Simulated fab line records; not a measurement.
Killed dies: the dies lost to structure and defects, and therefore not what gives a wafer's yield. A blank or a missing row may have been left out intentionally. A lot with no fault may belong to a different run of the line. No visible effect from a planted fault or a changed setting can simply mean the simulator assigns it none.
A lot that was struck, set against a sound lot -- flow sky130 -- 27 steps out of a route of 708
Sound: these wafers, L742.2, L742.3, L742.6. Struck: wafers L735.1, L735.3, L735.6. The cause comes at the end.
At each step with rows: each side's tool, then ch and its chambers, then its first start. Under that, the readings that differ: sound wafers -- struck wafers -- difference of the means -- sigmas: that difference in standard deviations of wafers without a fault.
alike: same words and numbers on both sides, and readings whose means sit less than 2 such deviations apart. not compared: any withheld reading, any reading some wafer has no value for, any bound like >300 that may hide the same value, and any number with overlapping values for which the record gives no deviation.
The two part at a step that has a row with sigmas, a row that says differs or no value, or rows on one side only. Numbers that don't overlap but have no deviation are shown without sigmas and don't part them. A reading missing from all wafers of one side parts the sides only when that side holds two or more wafers.

first, 10 steps without rows for these wafers: SKY_VIA1_ETCH_15 (etches SiO2 in C4F8/O2/Ar, stops on TiN, target depth 351 nm, time 54 s); SKY_VIA1_STRIP_16 (strips in O2/N2); SKY_VIA1_STRIP_17 (strips in post etch residue remover, time 1200 s); SKY_VIA1_CLEAN_18 (cleans in IPA, time 180 s); SKY_VIA1_CLEAN_19 (cleans in O3/DIW); SKY_VIA1_SPUTTER_20 (material TiN, target thk 20 nm, time 80 s); SKY_VIA1_CVD_21 (deposits W, target thk 270 nm, time 80.902 s); SKY_VIA1_CMP_24 (polishes, stops on SiO2, t overpolish 15 s, target thk 0 nm); SKY_METAL2_SPUTTER_00 (material Ti, target thk 15 nm, time 10 s); SKY_METAL2_SPUTTER_01 (material TiN, target thk 20 nm, time 16.7 s).
SKY_METAL2_SPUTTER_02: material AlCu, target thk 250 nm, time 13.3 s.
  sound on pvd_sputter-02 at day 40 20:13; struck on pvd_sputter-04 at day 38 02:49
reading,sound,struck,difference,sigmas
chamber_pressure_pa (Pa),0.3988 0.3985 0.3995,0.3262 0.3269 0.3261,-0.0725,-97
throttle_valve_pct (%),29.5 30.2 30.2,34.0 29.9 33.3,+2.4,+3
model.AlCu_of_METAL2_SPUTTER_02.thk_nm (nm),251.8 253.7 251.3,257 258.4 258,+6,
then, 2 steps without rows for these wafers: SKY_METAL2_SPUTTER_03 (material Ti, target thk 5 nm, time 3.3 s); SKY_METAL2_SPUTTER_04 (material TiN, target thk 70 nm, time 58.3 s).
SKY_METAL2_RS_MEAS_05: a four-point-probe measurement.
  sound on film_metro-01 at day 40 20:19; struck on film_metro-01 at day 38 03:12
reading,sound,struck,difference,sigmas
METAL2_ALCU_RS (ohm/sq),0.1258 0.1251 0.1261,0.1219 0.1211 0.1220,-0.0040,-3
  not compared: hold
SKY_METAL2_THK_MEAS_06: measures by xrf.
  sound on film_metro-01 at day 40 20:26; struck on film_metro-01 at day 38 04:24
  alike: METAL2_ALCU_THK
  not compared: hold
then, 9 steps without rows for these wafers: SKY_METAL2_HMDS_08 (prime time 60 s); SKY_METAL2_COAT_09 (resist thk 60 nm); SKY_METAL2_COAT_10 (resist thk 450 nm); SKY_METAL2_SOFTBAKE_11 (time 90 s); SKY_METAL2_EXPOSE_12 (exposes mask MM2, target cd 140 nm); SKY_METAL2_PEB_13; SKY_METAL2_DEVELOP_14 (develop time 60 s); SKY_METAL2_DESCUM_17 (chemistry O2, time 8 s); SKY_METAL2_ETCH_18 (etches BARC in N2/H2, stops on SiO2, time 45.9 s, target depth 60 nm).
SKY_METAL2_METAL_ETCH_19: etches the open film in Cl2/BCl3, stops on SiO2, target depth 360 nm, time 78 s.
  sound on rie_metal-01 ch 1, day 41 20:33; struck on rie_metal-01 ch 0,1, day 39 04:04
reading,sound,struck,difference,sigmas
oes_product_au (a.u.),0.851 0.848 0.848,0.856 0.869 0.861,+0.013,+2
model.etch.depth_nm (nm),361.6 363.9 360.9,365.6 367.6 366.6,+4.5,
model.METAL2.feature_depth_nm (nm),361.6 363.9 360.9,365.6 367.6 366.6,+4.5,
  alike: chamber_pressure_mTorr, drypump_motor_current_A, throttle_valve_pct
  not compared: rf_hours_counter_h
then, 1 step without rows for these wafers: SKY_METAL2_STRIP_20 (strips in O2/N2).
-- the record jumps here: 10 days lie between the struck wafers' starts before and after (it left off in module METAL2 and takes up again in module PAD_OPEN, whose first step shown is number 708 of the route) --
SKY_PAD_OPEN_PROBE_99:
  sound on prober-01 at day 50 16:28; struck on prober-01 at day 48 22:38
reading,sound,struck,difference,sigmas
model.etest.met2.line_ohm_um,0.9079 0.9058 0.901,0.8831 0.8856 0.8878,-0.0194,
model.etest.met2.rs_ohm_sq,0.1271 0.1255 0.1277,0.1235 0.1247 0.1249,-0.0024,
  alike: defect_limited_yield, killed_at_M0_to_M3, killed_at_M4_up, killed_at_contacts, killed_at_front_end, killed_at_other, killed_dies, killed_on_rim, killed_open, killed_short, sort_bin_3_pad_short, sort_bin_5_function, sort_bin_6_memory, sort_n_pass, sort_yield_pct

WHERE THEY PART
Earliest at SKY_METAL2_SPUTTER_02; latest, in this record, at SKY_METAL2_METAL_ETCH_19. Later steps at which nothing parts them and some readings are alike: SKY_PAD_OPEN_PROBE_99.

WHY: whatever the simulator had introduced
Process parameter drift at SKY_METAL2_SPUTTER_02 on pvd_sputter-04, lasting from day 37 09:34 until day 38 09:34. From 0.4, the setting chamber_pressure_pa moved by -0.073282. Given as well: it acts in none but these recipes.
